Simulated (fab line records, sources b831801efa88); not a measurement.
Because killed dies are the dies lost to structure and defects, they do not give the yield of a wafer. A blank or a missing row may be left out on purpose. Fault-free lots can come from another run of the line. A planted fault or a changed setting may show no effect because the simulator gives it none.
Which tool did it?    flow sky130    Sampling: 11 lots, 33 wafers, 5 of 708 route steps

WHAT THE GAUGES SHOWED, per wafer
SKY_VT_ADJUST_HVTP_OVL_MEAS_08. Usual: VT_ADJUST_HVTP_OVL typically reads -0.5 nm, with standard deviation 1.6.
lot   measured      on          VT_ADJUST_HVTP_OVL (nm)  flag
L539  day 6 16:49   overlay-02  -2.6 -1.0 -0.4           
L540  day 6 18:01   overlay-01  -1.8 -0.4 -1.4           
L541  day 7 01:29   overlay-02  1.4 1.0 1.6              
L542  day 7 04:38   overlay-02  1.3 1.6 -0.4             
L543  day 7 09:50   overlay-02  1.5 -0.6 -0.1            
L545  day 7 22:13   overlay-02  1.0 1.1 1.9              
L546  day 8 06:10   overlay-02  1.1 -0.2 -0.2            
L548  day 8 16:07   overlay-02  -0.8 1.0 0.3             
L549  day 8 23:07   overlay-02  -0.3 0.1 -1.3            
L560  day 12 02:43  overlay-01  -0.7 -0.8 0.8            
L561  day 12 04:55  overlay-01  -2.8 -2.8 -2.5           

SKY_GATE_OXIDE_THK_MEAS_02. Usual: GATE_OXIDE_OXIDATION_00_THK typically reads 10.31 nm, with standard deviation 0.15.
lot   measured      on             GATE_OXIDE_OXIDATION_00_THK (nm)  flag
L539  day 13 18:36  film metro-04  10.03 9.97 10.18                  
L540  day 13 17:58  film metro-04  10.24 10.44 10.27                 
L541  day 14 04:02  film metro-01  10.10 10.18 10.26                 
L542  day 14 05:50  film metro-01  10.20 10.15 10.11                 
L543  day 14 16:31  film metro-01  10.09 10.40 10.29                 
L545  day 15 08:41  film metro-01  10.54 10.59 10.66                 
L546  day 15 19:02  film metro-04  10.54 10.34 10.26                 
L548  day 16 03:03  film metro-04  10.24 10.14 10.40                 
L549  day 16 13:25  film metro-02  10.46 10.52 10.54                 
L560  day 20 18:02  film metro-02  9.04 9.00 8.94                    OFF
L561  day 20 20:42  film metro-02  8.68 8.97 8.73                    OFF

SKY_POLY_CUT_CD_MEAS_08: target cd 270 nm. Usual: cd nm at 270.2 nm, with a standard deviation of 1.5.
lot   measured      on         cd nm (nm)         flag
L539  day 25 13:30  cd sem-02  269.0 268.3 268.9  
L540  day 25 12:42  cd sem-02  270.0 271.9 271.0  
L541  day 26 01:58  cd sem-02  269.8 268.6 270.0  
L542  day 26 04:02  cd sem-01  273.1 270.8 273.5  
L543  day 26 12:31  cd sem-01  270.7 270.4 269.1  
L545  day 27 08:08  cd sem-02  268.9 268.0 268.7  
L546  day 27 16:12  cd sem-01  271.6 272.1 271.6  
L548  day 27 22:38  cd sem-01  271.5 270.0 271.2  
L549  day 28 07:51  cd sem-02  268.8 270.8 269.3  
L560  day 32 06:32  cd sem-01  273.4 272.4 271.9  
L561  day 32 09:21  cd sem-01  271.7 268.6 269.1  

EACH LOT AND THE TOOL THAT RAN IT (in order: tool; ch and the chambers of the sampled wafers; start)
lot   SKY_VT_ADJUST_PCH_STRIP_09            SKY_GATE_OXIDE_OXIDATION_01
L539  plasma asher-01 ch 0,1, day 11 05:50  furnace-02 ch 0, day 13 17:11
L540  plasma asher-03 ch 0,1, day 11 06:59  furnace-01 ch 0, day 13 16:34
L541  plasma asher-01 ch 0,1, day 11 16:32  furnace-01 ch 0, day 14 02:37
L542  plasma asher-03 ch 0,1, day 11 19:01  furnace-02 ch 0, day 14 04:24
L543  plasma asher-01 ch 0,1, day 12 04:20  furnace-02 ch 0, day 14 15:06
L545  plasma asher-03 ch 0,1, day 12 18:32  furnace-02 ch 0, day 15 07:16
L546  plasma asher-01 ch 0,1, day 13 02:17  furnace-02 ch 0, day 15 17:37
L548  plasma asher-04 ch 0,1, day 13 12:56  furnace-01 ch 0, day 16 01:38
L549  plasma asher-03 ch 0,1, day 13 21:50  furnace-02 ch 0, day 16 12:01
L560  plasma asher-04 ch 0,1, day 17 19:59  furnace-02 ch 0, day 20 16:38
L561  plasma asher-04 ch 0,1, day 18 00:17  furnace-02 ch 0, day 20 19:17
- SKY_VT_ADJUST_PCH_STRIP_09: strips in O2/N2.
- SKY_GATE_OXIDE_OXIDATION_01: stabilise 600 s, purge 300 s, target thk 10.268 nm.

AS READ BY THE TOOLS THEMSELVES (means over the sampled wafers that have a number; for cases with no such wafer, the mark the record gives instead)
SKY_VT_ADJUST_PCH_STRIP_09. Usual: drypump motor current A 5.6 A, standard deviation 0.33; oes product au 0.722 a.u., standard deviation 0.0043; strip time to endpoint s 36.92 s, standard deviation 0.12.
lot   tool             drypump motor current A (A)  oes product au (a.u.)  strip time to endpoint s (s)  flag
L539  plasma asher-01  5.5                          0.724                  36.91                         
L540  plasma asher-03  5.7                          0.724                  36.98                         
L541  plasma asher-01  5.2                          0.728                  36.93                         
L542  plasma asher-03  5.7                          0.722                  36.78                         
L543  plasma asher-01  5.2                          0.718                  37.00                         
L545  plasma asher-03  5.6                          0.724                  36.83                         
L546  plasma asher-01  5.5                          0.728                  36.80                         
L548  plasma asher-04  6.0                          0.720                  36.97                         
L549  plasma asher-03  5.6                          0.725                  36.88                         
L560  plasma asher-04  5.9                          0.721                  37.06                         
L561  plasma asher-04  5.8                          0.725                  37.02                         

SKY_GATE_OXIDE_OXIDATION_01. Usual: spike tc bottom C 921.4 C, standard deviation 1.2; spike tc centre C 899.6 C, standard deviation 0.96; spike tc lower C 899.3 C, standard deviation 1; spike tc top C 907.1 C, standard deviation 2.2; spike tc upper C 900.2 C, standard deviation 1; tube center temp C 900 C, standard deviation 0.087; tube_center_temp_C_max 902.3, standard deviation 0.35; zone power bottom pct 27.17 %, standard deviation 0.29; zone power centre pct 17.51 %, standard deviation 0.19.
lot   tool        spike tc bottom C (C)  spike tc centre C (C)  spike tc lower C (C)  spike tc top C (C)  spike tc upper C (C)  tube center temp C (C)  tube_center_temp_C_max  zone power bottom pct (%)  zone power centre pct (%)  flag
L539  furnace-02  921.1                  900.3                  898.7                 907.5               900.2                 900                     902.3                   27.38                      17.44                      
L540  furnace-01  922.9                  900.1                  900.4                 904.8               899.9                 900                     902.3                   27.05                      17.72                      
L541  furnace-01  922.4                  900.1                  899.5                 904.1               900.6                 900                     902.5                   27.14                      17.43                      
L542  furnace-02  920.7                  899.9                  898.1                 909.3               899.4                 900                     902.2                   27.60                      17.34                      
L543  furnace-02  920.4                  899.8                  898.9                 908.6               900.6                 900                     902.3                   27.30                      17.47                      
L545  furnace-02  921.0                  898.2                  899.2                 908.7               900.5                 900                     902.4                   27.23                      17.32                      
L546  furnace-02  920.2                  899.2                  898.7                 908.7               901.2                 900                     902.1                   27.63                      17.33                      
L548  furnace-01  921.8                  900.1                  899.9                 905.4               899.1                 900                     902.8                   26.72                      17.52                      
L549  furnace-02  920.9                  900.5                  898.3                 909.1               900.9                 900                     902.1                   27.35                      17.40                      
L560  furnace-02  907.9                  886.3                  886.5                 896.2               887.0                 887                     889.1                   26.42                      17.03                      OFF
L561  furnace-02  907.7                  887.0                  885.4                 895.0               887.1                 887                     889.4                   26.43                      16.94                      OFF

THE ANSWER, worked out from the rows above alone
Rule: a lot counts as off when the mean over its wafers that have a number is more than 3 standard deviations away from the usual mean. A lot without any number at a reading at which 4 lots or more have one is off too. All remaining lots with rows at the step are treated as sound. Order of review: gauges by route order, followed by the tools' own readings, for which a lot's mean as printed above is used. The first step at which some lot is off is used, and at that step the reading that is off furthest; a lot without a number counts as furthest.
Off: L560, L561, at SKY_GATE_OXIDE_THK_MEAS_02 (GATE_OXIDE_OXIDATION_00_THK).
If a tool, at a process step before that reading, ran all the lots that are off and no sound lot after the first of them, it fits. Not tried: the gauges at SKY_GATE_OXIDE_THK_MEAS_02; whatever is off there is also off at SKY_GATE_OXIDE_OXIDATION_01, on other tools, and gauge error can't account for it. Can't be told from this: 2 tools fit, plasma asher-04 at SKY_VT_ADJUST_PCH_STRIP_09, furnace-02 at SKY_GATE_OXIDE_OXIDATION_01.

WHAT HAD BEEN PUT IN BY THE SIMULATOR
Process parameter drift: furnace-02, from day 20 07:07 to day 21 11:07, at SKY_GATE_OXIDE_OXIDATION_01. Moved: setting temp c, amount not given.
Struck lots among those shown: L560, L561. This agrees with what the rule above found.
